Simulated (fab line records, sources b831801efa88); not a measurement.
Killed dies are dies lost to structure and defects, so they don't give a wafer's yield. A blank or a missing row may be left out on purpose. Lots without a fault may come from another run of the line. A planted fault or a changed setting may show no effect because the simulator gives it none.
Which tool did it? | flow sfq_line | 15 lots, 43 wafers sampled, at 6 steps of a route of 325

WHAT THE GAUGES READ, wafer by wafer
SFQ_L0_RS_MEAS_901: measures by four-point-probe. Usual: L0_MONX_KI_RS 43.6 ohm/sq, standard deviation 0.52.
lot  | measured    | on            | L0_MONX_KI_RS (ohm/sq) | flag
L682 | day 1 17:34 | film_metro-03 | 43.3 43.7 43.3         |
L683 | day 1 22:35 | film_metro-01 | 44.4 44.2 43.9         |
L684 | day 2 03:36 | film_metro-01 | 44.3 44.3 44.4         |
L685 | day 2 08:34 | film_metro-03 | 44.2 43.9 43.8         |
L687 | day 2 18:36 | film_metro-03 | 43.2 43.0 43.1         |
L688 | day 2 23:35 | film_metro-04 | 43.8 44.0 44.0         |
L689 | day 3 04:35 | film_metro-04 | 42.8 43.0 42.9         |
L690 | day 3 09:37 | film_metro-01 | 43.6 43.8 44.1         |
L693 | day 4 00:34 | film_metro-01 | 42.5 42.8 42.7         |
L694 | day 4 05:36 | film_metro-01 | 44.2 44.0 44.1         |
L695 | day 4 10:35 | film_metro-03 | 43.0 42.9 42.9         |
L696 | day 4 15:35 | film_metro-04 | 63.8 43.7 64.0         | OFF
L697 | day 4 20:34 | film_metro-01 | 43.0 63.4              | OFF
L699 | day 5 06:34 | film_metro-03 | 43.8 43.8 44.2         |
L702 | day 5 21:34 | film_metro-04 | 44.0 65.3              | OFF

SFQ_L0_THK_MEAS_902: measures by xrf. Usual: L0_MONX_KI_THK 38.7 nm, standard deviation 0.53.
lot  | measured    | on            | L0_MONX_KI_THK (nm) | flag
L682 | day 1 17:41 | film_metro-03 | 38.8 38.7 38.8      |
L683 | day 1 22:41 | film_metro-01 | 38.0 38.2 38.3      |
L684 | day 2 03:42 | film_metro-01 | 38.1 38.3 38.3      |
L685 | day 2 08:41 | film_metro-03 | 38.1 38.5 38.6      |
L687 | day 2 18:42 | film_metro-03 | 39.0 39.2 39.2      |
L688 | day 2 23:41 | film_metro-04 | 38.3 37.9 38.3      |
L689 | day 3 04:41 | film_metro-04 | 39.3 39.4 39.2      |
L690 | day 3 09:43 | film_metro-01 | 38.7 39.1 38.6      |
L693 | day 4 00:41 | film_metro-01 | 39.9 39.4 39.5      |
L694 | day 4 05:42 | film_metro-01 | 38.7 38.4 38.3      |
L695 | day 4 10:41 | film_metro-03 | 39.3 39.4 39.2      |
L696 | day 4 15:41 | film_metro-04 | 26.3 38.3 26.2      | OFF
L697 | day 4 20:41 | film_metro-01 | 39.5 26.6           | OFF
L699 | day 5 06:41 | film_metro-03 | 38.7 38.7 38.7      |
L702 | day 5 21:41 | film_metro-04 | 38.1 25.6           | OFF

SFQ_I0_OVL_MEAS_908. Usual: I0_OVL 3 nm, standard deviation 4.8.
lot  | measured     | on         | I0_OVL (nm) | flag
L682 | day 11 03:34 | overlay-02 | 0 4 1       |
L683 | day 11 07:11 | overlay-02 | 1 4 2       |
L684 | day 11 13:11 | overlay-02 | -6 -9 -10   |
L685 | day 11 19:10 | overlay-02 | 5 10 4      |
L687 | day 12 09:35 | overlay-02 | 3 8 0       |
L688 | day 12 13:11 | overlay-01 | -1 0 -3     |
L689 | day 12 16:47 | overlay-01 | 3 -6 -4     |
L690 | day 13 03:10 | overlay-01 | 6 2 14      |
L693 | day 15 04:20 | overlay-01 | 9 7 6       |
L694 | day 15 15:10 | overlay-01 | 0 8 6       |
L695 | day 15 21:15 | overlay-02 | 0 6 7       |
L696 | day 16 04:15 | overlay-01 | -3 2 -4     |
L697 | day 16 06:38 | overlay-02 | 5 5         |
L699 | day 18 10:34 | overlay-01 | 6 8 -2      |
L702 | day 19 11:46 | overlay-02 | -1 7        |

SFQ_I1_OVL_MEAS_913. Usual: I1_OVL -3 nm, standard deviation 5.1.
lot  | measured     | on         | I1_OVL (nm) | flag
L682 | day 22 15:22 | overlay-02 | 5 -1 4      |
L683 | day 23 05:11 | overlay-01 | -12 -12 -11 |
L684 | day 23 07:35 | overlay-01 | 0 -6 -2     |
L685 | day 23 18:22 | overlay-02 | 2 -2 -10    |
L687 | day 24 00:23 | overlay-02 | -5 -3 1     |
L688 | day 24 20:47 | overlay-02 | 9 8 3       |
L689 | day 25 05:11 | overlay-01 | -3 -4 -4    |
L690 | day 25 18:23 | overlay-02 | -1 -7 -7    |
L693 | day 28 08:56 | overlay-02 | -10 0 -10   |
L694 | day 28 19:44 | overlay-02 | 9 -4 -2     |
L695 | day 29 02:56 | overlay-02 | 1 7 -2      |
L696 | day 29 09:04 | overlay-01 | -7 -14 -7   |
L697 | day 29 15:04 | overlay-02 | -9 -4       |
L699 | day 31 15:37 | overlay-02 | -3 -10 0    |
L702 | day 32 14:25 | overlay-02 | 0 -8        |

WHICH TOOL RAN EACH LOT (tool, then ch and the chambers of the sampled wafers, then the start)
lot  | SFQ_TRILAYER_L0_DEP_SPUTTER_003 | SFQ_TRILAYER_L0_ETCH_METAL_ETCH_008
L682 | pvd_sputter-05, day 1 17:29     | rie_metal-02 ch 0,1, day 2 06:05
L683 | pvd_sputter-05, day 1 22:29     | rie_metal-02 ch 0,1, day 2 10:53
L684 | pvd_sputter-05, day 2 03:29     | rie_metal-04 ch 0,1, day 2 16:53
L685 | pvd_sputter-05, day 2 08:29     | rie_metal-02 ch 0,1, day 2 21:41
L687 | pvd_sputter-04, day 2 18:29     | rie_metal-04 ch 0,1, day 3 08:29
L688 | pvd_sputter-05, day 2 23:29     | rie_metal-02 ch 0,1, day 3 13:17
L689 | pvd_sputter-05, day 3 04:29     | rie_metal-04 ch 0,1, day 3 16:53
L690 | pvd_sputter-06, day 3 09:29     | rie_metal-01 ch 0,1, day 3 22:53
L693 | pvd_sputter-06, day 4 00:29     | rie_metal-04 ch 0,1, day 4 17:18
L694 | pvd_sputter-06, day 4 05:29     | rie_metal-01 ch 0,1, day 4 20:55
L695 | pvd_sputter-04, day 4 10:29     | rie_metal-01 ch 0,1, day 5 02:54
L696 | pvd_sputter-06, day 4 15:29     | rie_metal-01 ch 0,1, day 5 08:54
L697 | pvd_sputter-06, day 4 20:29     | rie_metal-02 ch 0,1, day 5 12:30
L699 | pvd_sputter-05, day 5 06:29     | rie_metal-01 ch 0,1, day 5 23:18
L702 | pvd_sputter-06, day 5 21:29     | rie_metal-02 ch 0,1, day 6 19:45
- SFQ_TRILAYER_L0_DEP_SPUTTER_003: material MoNx KI, target thk 40 nm, time 100 s.
- SFQ_TRILAYER_L0_ETCH_METAL_ETCH_008: etches MoNx KI in SF6/O2, stops on SiO2, target depth 50 nm, time 25 s.

WHAT THE TOOLS THEMSELVES READ (means of the sampled wafers that have a number; where no wafer has one, the mark that the record gives instead)
SFQ_TRILAYER_L0_DEP_SPUTTER_003. Usual: throttle_valve_pct 30.1 %, standard deviation 0.91.
lot  | tool           | throttle_valve_pct (%) | flag
L682 | pvd_sputter-05 | 30.1                   |
L683 | pvd_sputter-05 | 29.5                   |
L684 | pvd_sputter-05 | 30.4                   |
L685 | pvd_sputter-05 | 30.1                   |
L687 | pvd_sputter-04 | 30.7                   |
L688 | pvd_sputter-05 | 30.8                   |
L689 | pvd_sputter-05 | 30.3                   |
L690 | pvd_sputter-06 | 29.4                   |
L693 | pvd_sputter-06 | 30.1                   |
L694 | pvd_sputter-06 | 30.0                   |
L695 | pvd_sputter-04 | 30.7                   |
L696 | pvd_sputter-06 | 30.6                   |
L697 | pvd_sputter-06 | 30.2                   |
L699 | pvd_sputter-05 | 29.6                   |
L702 | pvd_sputter-06 | 29.0                   |

SFQ_TRILAYER_L0_ETCH_METAL_ETCH_008. Usual: drypump_motor_current_A 5.7 A, standard deviation 0.49; oes_product_au 0.872 a.u., standard deviation 0.0077; rf_fwd_power_W 591 W, standard deviation 3.2.
lot  | tool         | drypump_motor_current_A (A) | oes_product_au (a.u.) | rf_fwd_power_W (W) | flag
L682 | rie_metal-02 | 5.9                         | 0.876                 | 588                |
L683 | rie_metal-02 | 5.9                         | 0.865                 | 589                |
L684 | rie_metal-04 | 5.1                         | 0.869                 | 593                |
L685 | rie_metal-02 | 6.2                         | 0.864                 | 591                |
L687 | rie_metal-04 | 5.2                         | 0.886                 | 591                |
L688 | rie_metal-02 | 6.2                         | 0.867                 | 591                |
L689 | rie_metal-04 | 5.1                         | 0.880                 | 592                |
L690 | rie_metal-01 | 5.7                         | 0.869                 | 592                |
L693 | rie_metal-04 | 5.2                         | 0.884                 | 591                |
L694 | rie_metal-01 | 5.7                         | 0.864                 | 595                |
L695 | rie_metal-01 | 5.9                         | 0.882                 | 593                |
L696 | rie_metal-01 | 5.9                         | 0.768                 | 592                | OFF
L697 | rie_metal-02 | 6.0                         | 0.799                 | 592                | OFF
L699 | rie_metal-01 | 5.9                         | 0.869                 | 592                |
L702 | rie_metal-02 | 6.0                         | 0.781                 | 590                | OFF

THE ANSWER, worked out from the rows above alone
Rule: a lot is off if the mean of its wafers that have a number lies more than 3 standard deviations from the usual mean. A lot without any number at a reading at which 4 lots or more have one is off too. The other lots that the step has rows for count as sound. The gauges are gone through in route order, then the tools' own readings, and for those a lot's mean is taken as printed above. The first step at which some lot is off is used, and at that step the reading that is off furthest; a lot without a number counts as furthest.
Off: L696, L697, L702, at SFQ_L0_RS_MEAS_901 (L0_MONX_KI_RS).
A tool fits if, at a process step before that reading, it ran every lot that is off, and no sound lot after the first of them. The gauges at SFQ_L0_RS_MEAS_901 aren't tried: what is off there is off at SFQ_TRILAYER_L0_ETCH_METAL_ETCH_008 too, on other tools, and a gauge's error can't cause that. One fits: pvd_sputter-06 at SFQ_TRILAYER_L0_DEP_SPUTTER_003. Its last sound lot is L694 (day 4 05:29), its first lot that is off L696 (day 4 15:29): a fault that began between those two fits.

WHAT THE SIMULATOR HAD PUT IN
Process parameter drift: pvd_sputter-06, from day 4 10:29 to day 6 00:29, at SFQ_TRILAYER_L0_DEP_SPUTTER_003. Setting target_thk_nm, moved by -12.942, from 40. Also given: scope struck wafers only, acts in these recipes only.
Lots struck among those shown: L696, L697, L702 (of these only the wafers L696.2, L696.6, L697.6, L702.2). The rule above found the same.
